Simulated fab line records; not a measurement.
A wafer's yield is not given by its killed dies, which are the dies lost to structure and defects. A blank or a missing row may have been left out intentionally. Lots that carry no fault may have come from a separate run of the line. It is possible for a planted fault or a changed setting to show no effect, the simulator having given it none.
Shared-tool check	flow gf180mcu	11 lots and 33 wafers in the sample

REASON FOR OPENING
Of 11 lots, 2 have the reading V1_W_RS flagged at GF_V1_RS_MEAS_24. Fault-free wafers read 0.328 ohm/sq, with a standard deviation of 0.0035.
Rule: a lot is flagged in two cases, either no wafer of it has a number, or all its wafers with numbers fall more than 4 standard deviations from that mean. The rest of the lots are taken to be sound.

lot	measured	on	V1_W_RS (ohm/sq), wafer by wafer	flag
L375	day 18 15:45	film-metro-04	0.328 0.331 0.328	
L376	day 19 07:20	film-metro-02	0.332 0.330 0.330	
L380	day 20 18:55	film-metro-04	0.329 0.331 0.329	
L382	day 21 13:31	film-metro-02	0.324 0.326 0.324	
L383	day 22 03:23	film-metro-02	0.326 0.325 0.329	
L384	day 22 09:16	film-metro-02	0.386 0.390 0.387	FLAGGED
L385	day 22 19:59	film-metro-02	0.386 0.392 0.394	FLAGGED
L392	day 24 23:52	film-metro-01	0.323 0.321 0.320	
L394	day 25 13:33	film-metro-02	0.329 0.328 0.326	
L395	day 25 21:28	film-metro-02	0.329 0.326 0.327	
L396	day 26 04:39	film-metro-01	0.327 0.324 0.325	
Average over the flagged lots: 0.389 ohm/sq; offset from the usual +0.061 ohm/sq, equal to +17 standard deviations.

LOT BY LOT: THE TOOL USED
The record holds 2 process steps before the reading, out of a route of 602 steps. Read each cell as the tool, then ch plus the chambers that the sampled wafers visited, then the start.
lot	flag	GF_V1_CMP_04	GF_V1_CVD_23
L375		cmp-02 ch 0,1,2, day 17 15:07	cvd-w-02 ch 0,1, day 18 15:38
L376		cmp-01 ch 0,2, day 18 06:43	cvd-w-02 ch 0,1, day 19 07:14
L380		cmp-01 ch 0,1,3, day 19 18:32	cvd-w-01 ch 0, day 20 18:41
L382		cmp-02 ch 1,2,3, day 20 12:25	cvd-w-01 ch 0,1, day 21 13:24
L383		cmp-02 ch 0,1,2, day 21 02:22	cvd-w-02 ch 0,1, day 22 03:16
L384	FLAGGED	cmp-01 ch 0,2,3, day 21 08:25	cvd-w-01 ch 0,1, day 22 09:09
L385	FLAGGED	cmp-02 ch 1,2,3, day 21 19:12	cvd-w-01 ch 0,1, day 22 19:53
L392		cmp-02 ch 2,3, day 23 23:56	cvd-w-01 ch 0,1, day 24 23:44
L394		cmp-02 ch 0,1,2, day 24 14:25	cvd-w-01 ch 1, day 25 13:20
L395		cmp-02 ch 0,1,3, day 24 22:31	cvd-w-01 ch 1, day 25 21:15
L396		cmp-01 ch 0,1,2, day 25 06:20	cvd-w-01 ch 1, day 26 04:26
What the steps here do:
- GF_V1_CMP_04: polishes SiO2.
- GF_V1_CVD_23: deposits W, target thk 350 nm, time 105.05 s.
- GF_V1_RS_MEAS_24: measures by four-point-probe.

FLAGGED AGAINST TOTAL, ONE TOOL AT A TIME (gauges that did the reading follow at the end)
step	tool	lots run	flagged	share of the flagged lots	sound lots run after its first flagged lot
GF_V1_CMP_04	cmp-01	4	1	some	1 (L396)
GF_V1_CMP_04	cmp-02	7	1	some	3 (L392,L394,L395)
GF_V1_CVD_23	cvd-w-01	8	2	all	4 (L392,L394,L395,L396)
GF_V1_CVD_23	cvd-w-02	3	0	none	-
GF_V1_RS_MEAS_24	film-metro-01	2	0	none	-
GF_V1_RS_MEAS_24	film-metro-02	7	2	all	2 (L394,L395)
GF_V1_RS_MEAS_24	film-metro-04	2	0	none	-

THE TABLE: WHAT IT ALLOWS
In 2 table rows, all flagged lots were run: cvd-w-01 (GF_V1_CVD_23), film-metro-02 (GF_V1_RS_MEAS_24).
- cvd-w-01 at GF_V1_CVD_23: 2 of its 8 lots flagged. Sound lots ran on it after the first flagged one (L392, L394, L395, L396), which a lasting fault on the whole tool wouldn't allow. Its own readings lie more than 4 standard deviations out on every wafer of the flagged lots: chamber-pressure-Torr.
- film-metro-02 at GF_V1_RS_MEAS_24: 2 of its 7 lots flagged. Sound lots ran on it after the first flagged one (L394, L395), which a lasting fault on the whole tool wouldn't allow.
Every row of the table either missed a flagged lot or ran a sound lot after the first.

WHAT THE SIMULATOR PUT IN
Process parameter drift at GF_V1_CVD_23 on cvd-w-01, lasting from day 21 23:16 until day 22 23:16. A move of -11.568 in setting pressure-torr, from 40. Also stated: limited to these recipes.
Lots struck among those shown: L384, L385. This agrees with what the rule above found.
